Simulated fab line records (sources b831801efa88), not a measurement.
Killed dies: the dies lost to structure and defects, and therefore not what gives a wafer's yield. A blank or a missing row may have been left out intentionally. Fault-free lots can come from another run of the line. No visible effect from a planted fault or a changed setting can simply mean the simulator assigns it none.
fab line records | flow sky130
[record] lots = 14 | wafers = 42 | lastDay = 50
route steps=708 shown LOCAL_INTERCONNECT@388 CONTACT@411 PAD_OPEN@708
lots that met no fault: taken from a fault-free run of the same line
startH: start of the lot's first displayed wafer, in hours after the record's first day | waitH: how many hours have passed since the lot's step before this one | " as in the row above | L1.1+2: a single row standing in for several wafers | - value missing, or start not given | * or withheld: withheld | < > ~ a bound
route shown NAME@n: a module of which the file shows steps, and the number in the route of the first | usual: mean/standard deviation taken from wafers without a fault | same: alike in all rows | chamber/n: place in a boat | sites: readings site by site | _std_site: standard deviation across them | _edge_site: the outer-site mean with the inner-site mean subtracted | radiusMm: how far each site lies from the wafer's centre | mask NAME#n: copy n | behind: the tool/chamber that last shaped the wafer | hold: the reason the lot was held/the length of the hold in hours/how it ended | device: which transistor (n, p or np) failed to switch | end of line: the route-end tests of the same wafers | step lacking rows: just its recipe | killed: at the first sort, the dies lost to defects and structure; wafer yield is something else | map: per-die view of a wafer (x killed, . not killed, _ where there is no die)
set.NAME: the setting that was run; set.NAME@STEP: the one run at that earlier step | model.NAME: the simulator's own value behind a step, which no gauge read
one table for each step of the route and one row for each wafer, over a sample of lots
services: from which hour (startH, from the record's first day; less than 0 if before it) a tool's chamber was out of use, for how many hours, and why
[[steps]]
[step SKY_LOCAL_INTERCONNECT_RS_MEAS_01]
[recipe] thkMeasGauge = four-point-probe | reads = TiN_of_LOCAL_INTERCONNECT_SPUTTER_00
[usual] LOCAL_INTERCONNECT_TIN_RS = 14.15/0.14
lot.wafer | tool         | chamber | startH | waitH | LOCAL_INTERCONNECT_TIN_RS[ohm/sq]
L128.1    | filmMetro-02 | -       | 683.99 | 0.0   | 13.97
L128.3    | "            | -       | "      | "     | 14.05
L128.6    | "            | -       | "      | "     | 14.15
L129.1    | filmMetro-03 | -       | 696.93 | 0.0   | 14.15
L129.4    | "            | -       | "      | "     | 14.07
L129.5    | "            | -       | "      | "     | 14.16
L130.1    | filmMetro-04 | -       | 707.50 | 0.0   | 14.41
L130.4    | "            | -       | "      | "     | 14.25
L130.6    | "            | -       | "      | "     | 14.26
L131.4    | filmMetro-04 | -       | 714.76 | 0.1   | 14.15
L131.5    | "            | -       | "      | "     | 14.01
L131.6    | "            | -       | "      | "     | 13.93
L136.1    | filmMetro-04 | -       | 748.84 | 0.0   | 14.15
L136.3    | "            | -       | "      | "     | 14.25
L136.6    | "            | -       | "      | "     | 14.09
L137.2    | filmMetro-03 | -       | 759.24 | 0.1   | 13.85
L137.3    | "            | -       | "      | "     | 14.09
L137.4    | "            | -       | "      | "     | 13.88
L138.1    | filmMetro-02 | -       | 762.37 | 0.0   | 14.16
L138.5    | "            | -       | "      | "     | 14.06
L138.6    | "            | -       | "      | "     | 13.92
L139.1    | filmMetro-02 | -       | 771.02 | 0.0   | 14.23
L139.2    | "            | -       | "      | "     | 14.56
L139.3    | "            | -       | "      | "     | 14.30
L141.1    | filmMetro-04 | -       | 783.91 | 0.0   | 14.11
L141.3    | "            | -       | "      | "     | 14.29
L141.4    | "            | -       | "      | "     | 14.13
L140.2    | filmMetro-04 | -       | 786.91 | 0.1   | 14.24
L140.3    | "            | -       | "      | "     | 14.20
L140.4    | "            | -       | "      | "     | 14.24
L146.2    | filmMetro-03 | -       | 819.42 | 0.1   | 14.07
L146.3    | "            | -       | "      | "     | 14.01
L146.4    | "            | -       | "      | "     | 13.92
L148.1    | filmMetro-03 | -       | 837.97 | 0.0   | 14.05
L148.4    | "            | -       | "      | "     | 14.05
L148.5    | "            | -       | "      | "     | 14.19
L149.2    | filmMetro-04 | -       | 840.04 | 0.1   | 14.11
L149.3    | "            | -       | "      | "     | 14.12
L149.6    | "            | -       | "      | "     | 13.95
L151.4    | filmMetro-02 | -       | 858.55 | 0.1   | 14.03
L151.5    | "            | -       | "      | "     | 14.19
L151.6    | "            | -       | "      | "     | 14.06
[step SKY_LOCAL_INTERCONNECT_OVL_MEAS_12]
[usual] LOCAL_INTERCONNECT_OVL = -3/5.5
lot.wafer | tool       | chamber | startH | waitH | LOCAL_INTERCONNECT_OVL[nm]
L128.1    | overlay-01 | -       | 711.74 | 0.1   | 0
L128.3    | "          | -       | "      | "     | -3
L128.6    | "          | -       | "      | "     | -4
L129.1    | overlay-01 | -       | 725.00 | 0.1   | -10
L129.4    | "          | -       | "      | "     | -10
L129.5    | "          | -       | "      | "     | -14
L130.1    | overlay-01 | -       | 734.29 | 0.1   | 2
L130.4    | "          | -       | "      | "     | -1
L130.6    | "          | -       | "      | "     | -4
L131.4    | overlay-01 | -       | 742.61 | 0.1   | 4
L131.5    | "          | -       | "      | "     | 0
L131.6    | "          | -       | "      | "     | 8
L136.1    | overlay-02 | -       | 776.00 | 0.1   | -3
L136.3    | "          | -       | "      | "     | 3
L136.6    | "          | -       | "      | "     | -2
L137.2    | overlay-01 | -       | 785.81 | 0.1   | 1
L137.3    | "          | -       | "      | "     | -9
L137.4    | "          | -       | "      | "     | -10
L138.1    | overlay-01 | -       | 789.23 | 0.1   | -7
L138.5    | "          | -       | "      | "     | -4
L138.6    | "          | -       | "      | "     | -5
L139.1    | overlay-01 | -       | 798.51 | 0.1   | -8
L139.2    | "          | -       | "      | "     | -9
L139.3    | "          | -       | "      | "     | -6
L141.1    | overlay-01 | -       | 811.01 | 0.1   | 1
L141.3    | "          | -       | "      | "     | 1
L141.4    | "          | -       | "      | "     | 12
L140.2    | overlay-01 | -       | 813.49 | 0.1   | -5
L140.3    | "          | -       | "      | "     | -1
L140.4    | "          | -       | "      | "     | -8
L146.2    | overlay-01 | -       | 846.29 | 0.1   | 2
L146.3    | "          | -       | "      | "     | 6
L146.4    | "          | -       | "      | "     | 7
L148.1    | overlay-02 | -       | 863.63 | 0.1   | -5
L148.4    | "          | -       | "      | "     | -7
L148.5    | "          | -       | "      | "     | -11
L149.2    | overlay-02 | -       | 866.04 | 0.1   | 0
L149.3    | "          | -       | "      | "     | -8
L149.6    | "          | -       | "      | "     | -3
L151.4    | overlay-02 | -       | 884.31 | 0.1   | 0
L151.5    | "          | -       | "      | "     | -4
L151.6    | "          | -       | "      | "     | -5
[step SKY_LOCAL_INTERCONNECT_STRIP_16]
[recipe] chemistry = postEtchResidueRemover | timeS = 1223 | tempC = 72.5
[usual] bathGuardTempC = 72.4/0.46 | bathHeatDutyPct = 14.7/1.4
lot.wafer | tool        | chamber | startH | waitH | bathGuardTempC | bathHeatDutyPct
L128.1    | wetBench-03 | 2       | 712.10 | 0.1   | 72.9           | 15.3
L128.3    | "           | 2       | "      | "     | 72.8           | 17.5
L128.6    | "           | 2       | "      | "     | 72.9           | 16.3
L129.1    | wetBench-02 | 1       | 725.25 | 0.1   | 72.2           | 12.7
L129.4    | "           | 1       | "      | "     | 72.6           | 13.2
L129.5    | "           | 1       | "      | "     | 72.6           | 12.5
L130.1    | wetBench-04 | 2       | 734.54 | 0.1   | 71.7           | 13.5
L130.4    | "           | 2       | "      | "     | 71.8           | 15.2
L130.6    | "           | 2       | "      | "     | 71.7           | 12.5
L131.4    | wetBench-02 | 3       | 742.84 | 0.0   | 71.9           | 14.7
L131.5    | "           | 3       | "      | "     | 71.8           | 14.0
L131.6    | "           | 3       | "      | "     | 72.0           | 14.3
L136.1    | wetBench-02 | 0       | 776.26 | 0.1   | 72.9           | 16.6
L136.3    | "           | 0       | "      | "     | 72.4           | 15.6
L136.6    | "           | 0       | "      | "     | 72.8           | 16.5
L137.2    | wetBench-03 | 0       | 786.06 | 0.1   | 72.6           | 13.5
L137.3    | "           | 0       | "      | "     | 72.7           | 14.4
L137.4    | "           | 0       | "      | "     | 72.7           | 13.4
L138.1    | wetBench-02 | 3       | 789.48 | 0.1   | 72.0           | 14.7
L138.5    | "           | 3       | "      | "     | 71.7           | 13.8
L138.6    | "           | 3       | "      | "     | 71.9           | 13.9
L139.1    | wetBench-04 | 1       | 798.87 | 0.1   | -              | -
L139.2    | "           | 1       | "      | "     | -              | -
L139.3    | "           | 1       | "      | "     | -              | -
L141.1    | wetBench-02 | 1       | 811.37 | 0.1   | -              | -
L141.3    | "           | 1       | "      | "     | -              | -
L141.4    | "           | 1       | "      | "     | -              | -
L140.2    | wetBench-02 | 3       | 813.73 | 0.1   | -              | -
L140.3    | "           | 3       | "      | "     | -              | -
L140.4    | "           | 3       | "      | "     | -              | -
L146.2    | wetBench-04 | 3       | 846.53 | 0.1   | 72.1           | 13.5
L146.3    | "           | 3       | "      | "     | 71.9           | 15.2
L146.4    | "           | 3       | "      | "     | 72.2           | 14.7
L148.1    | wetBench-04 | 3       | 863.88 | 0.1   | 71.8           | 13.9
L148.4    | "           | 3       | "      | "     | 71.7           | 15.8
L148.5    | "           | 3       | "      | "     | 71.9           | 14.3
L149.2    | wetBench-03 | 2       | 866.28 | 0.1   | 72.9           | 15.8
L149.3    | "           | 2       | "      | "     | 72.6           | 16.7
L149.6    | "           | 2       | "      | "     | 73.0           | 15.2
L151.4    | wetBench-02 | 2       | 884.54 | 0.0   | 72.4           | 15.9
L151.5    | "           | 2       | "      | "     | 72.2           | 15.9
L151.6    | "           | 2       | "      | "     | 72.5           | 17.5
[step SKY_CONTACT_BOW_MEAS_05]
[recipe] mode = bow
[usual] CONTACT_BOW = 81/6.8
lot.wafer | tool         | chamber | startH | waitH | CONTACT_BOW[um]
L128.1    | filmMetro-04 | -       | 713.12 | 0.2   | 78
L128.3    | "            | -       | "      | "     | 76
L128.6    | "            | -       | "      | "     | 80
L129.1    | filmMetro-03 | -       | 726.32 | 0.2   | 73
L129.4    | "            | -       | "      | "     | 78
L129.5    | "            | -       | "      | "     | 81
L130.1    | filmMetro-04 | -       | 735.60 | 0.1   | 89
L130.4    | "            | -       | "      | "     | 81
L130.6    | "            | -       | "      | "     | 84
L131.4    | filmMetro-04 | -       | 744.00 | 0.2   | 82
L131.5    | "            | -       | "      | "     | 89
L131.6    | "            | -       | "      | "     | 75
L136.1    | filmMetro-03 | -       | 777.31 | 0.1   | 79
L136.3    | "            | -       | "      | "     | 86
L136.6    | "            | -       | "      | "     | 78
L137.2    | filmMetro-01 | -       | 787.09 | 0.3   | 85
L137.3    | "            | -       | "      | "     | 80
L137.4    | "            | -       | "      | "     | 74
L138.1    | filmMetro-04 | -       | 790.53 | 0.2   | 89
L138.5    | "            | -       | "      | "     | 96
L138.6    | "            | -       | "      | "     | 99
L139.1    | filmMetro-04 | -       | 799.88 | 0.1   | 87
L139.2    | "            | -       | "      | "     | 85
L139.3    | "            | -       | "      | "     | 86
L141.1    | filmMetro-03 | -       | 812.47 | 0.2   | 79
L141.3    | "            | -       | "      | "     | 81
L141.4    | "            | -       | "      | "     | 77
L140.2    | filmMetro-04 | -       | 814.81 | 0.2   | 86
L140.3    | "            | -       | "      | "     | 96
L140.4    | "            | -       | "      | "     | 84
L146.2    | filmMetro-01 | -       | 847.56 | 0.3   | 76
L146.3    | "            | -       | "      | "     | 83
L146.4    | "            | -       | "      | "     | 82
L148.1    | filmMetro-01 | -       | 864.89 | 0.1   | 78
L148.4    | "            | -       | "      | "     | 92
L148.5    | "            | -       | "      | "     | 78
L149.2    | filmMetro-04 | -       | 867.32 | 0.2   | 81
L149.3    | "            | -       | "      | "     | 97
L149.6    | "            | -       | "      | "     | 84
L151.4    | filmMetro-01 | -       | 885.64 | 0.3   | 70
L151.5    | "            | -       | "      | "     | 74
L151.6    | "            | -       | "      | "     | 73
[step SKY_PAD_OPEN_PROBE_99]
[usual] killed_at_M0_to_M3 = 44/6.8 | killed_at_M4_up = 2.9/1.7 | killedAtContacts = 24/5.2 | killedAtFrontEnd = 15/4 | killedAtOther = 0.2/0.44 | killedDies = 86/9.9 | killedOpen = 47/7.9 | killedShort = 39/6.3
[same] grossDies = 492 | killedAtBackSide = 0
lot.wafer | tool      | chamber | startH  | waitH | killed_at_M0_to_M3 | killed_at_M4_up | killedAtContacts | killedAtFrontEnd | killedAtOther | killedDies | killedOpen | killedShort
L141.1    | prober-01 | -       | 1155.46 | 0.1   | 26                 | 2               | 25               | 12               | 0             | 65         | 32         | 33
L141.4    | prober-01 | -       | 1155.61 | 0.2   | 47                 | 2               | 22               | 19               | 0             | 90         | 62         | 28
L140.3    | prober-02 | -       | 1158.79 | 0.2   | 53                 | 0               | 27               | 15               | 0             | 95         | 58         | 37
// killed by level:class
L141.1 LI_CONTACT:geometricParticle:open=8 LOCAL_INTERCONNECT:geometricParticle:short=6 CONTACT:geometricParticle:open=5 CONTACT:geometricParticle:short=5 VIA2:geometricParticle:short=5 VIA3:geometricParticle:open=4 POLY_GATE:geometricParticle:open=3 METAL1:geometricParticle:short=3
L141.4 VIA1:geometricParticle:open=18 FIELD_ISO:geometricParticle:open=8 LI_CONTACT:geometricParticle:open=8 VIA3:geometricParticle:open=8 CONTACT:geometricParticle:open=7 VIA2:geometricParticle:open=6 FIELD_ISO:geometricParticle:short=5 LI_CONTACT:geometricParticle:short=4
L140.3 VIA1:geometricParticle:open=11 CONTACT:geometricParticle:open=8 LI_CONTACT:geometricParticle:open=7 VIA2:geometricParticle:open=6 METAL2:geometricParticle:short=6 METAL1:geometricParticle:short=5 METAL1:geometricParticle:open=5 VIA3:geometricParticle:open=5
[[services]]
tool        | chamber | startH | hours | kind
wetBench-04 | -       | 721.62 | 6.6   | repair
wetBench-02 | -       | 828.47 | 2.5   | repair
[[key]]
[firstSign] step = SKY_LOCAL_INTERCONNECT_STRIP_16 | reading = toolRecord | direction = missing
effect none on later readings
metAt SKY_LOCAL_INTERCONNECT_STRIP_16
struckLots L139,L140,L141
testerLeftOut L139,L140,L141
notActingAt SKY_LOCAL_INTERCONNECT_RS_MEAS_01,SKY_LOCAL_INTERCONNECT_OVL_MEAS_12,SKY_CONTACT_BOW_MEAS_05
onsetBetween 789.48 798.87
[fault] kind = skippedStepWhole | tool = wetBench-02,wetBench-04 | chamber = - | onsetH = 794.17 | steps = SKY_LOCAL_INTERCONNECT_STRIP_16 | scope = struckLotsOnly
// testerLeftOut: of these lots the tester's yield and bins aren't shown, on N5 and GAA mostly nor the transistor test; their killed dies are dies lost to structure and defects alone, not to doping, threshold or leakage, so they don't give the yield
